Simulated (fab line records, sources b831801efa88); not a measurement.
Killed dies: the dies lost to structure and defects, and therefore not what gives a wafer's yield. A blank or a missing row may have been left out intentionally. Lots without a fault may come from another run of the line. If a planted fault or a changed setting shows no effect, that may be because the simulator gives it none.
Which tool is to blame?    flow gf180mcu    12 lots (36 wafers sampled), 1 step of a 602-step route

== WHAT EACH GAUGE READ, for each wafer ==
GF_V3_THK_MEAS_03. Usual: V3_CVD_02_THK gives 849 nm (standard deviation 11).
lot   measured      on            V3_CVD_02_THK (nm)  flag
L859  day 22 02:01  filmMetro-03  826 833 835         
L860  day 22 05:15  filmMetro-03  837 839 854         
L861  day 22 12:28  filmMetro-03  845 848 857         
L864  day 23 18:17  filmMetro-02  852 838 860         
L865  day 24 03:49  filmMetro-03  852 861 863         
L869  day 25 10:07  filmMetro-02  846 845 864         
L870  day 25 21:02  filmMetro-01  844 841 858         
L873  day 26 17:26  filmMetro-01  844 854 863         
L878  day 28 03:48  filmMetro-02  843 858 855         
L879  day 28 08:48  filmMetro-01  835 850 853         
L880  day 28 14:51  filmMetro-03  840 847 859         
L881  day 28 20:40  filmMetro-01  842 839 870         

== TOOL THAT RAN EACH LOT (tool first, then ch and the chambers of the sampled wafers, then the start) ==
There is no process step in the record ahead of these readings.

== WHAT THE TOOLS THEMSELVES READ (means of the sampled wafers that have a number; where no wafer has one, the mark that the record gives instead) ==
The record holds no such reading with a usual standard deviation.

== THE ANSWER, worked out from the rows above alone ==
Rule: a lot is off if the mean of its wafers that have a number lies more than 3 standard deviations from the usual mean. A lot without any number at a reading at which 4 lots or more have one is off too. All remaining lots with rows at the step are treated as sound. First the gauges in route order, then the tools' own readings, where a lot's mean is used as printed above. The first step at which some lot is off is used, and at that step the reading that is off furthest; a lot without a number counts as furthest.
Across all readings shown, no lot is off: no conclusion can be drawn from this.

== WHAT THE SIMULATOR HAD INSERTED ==
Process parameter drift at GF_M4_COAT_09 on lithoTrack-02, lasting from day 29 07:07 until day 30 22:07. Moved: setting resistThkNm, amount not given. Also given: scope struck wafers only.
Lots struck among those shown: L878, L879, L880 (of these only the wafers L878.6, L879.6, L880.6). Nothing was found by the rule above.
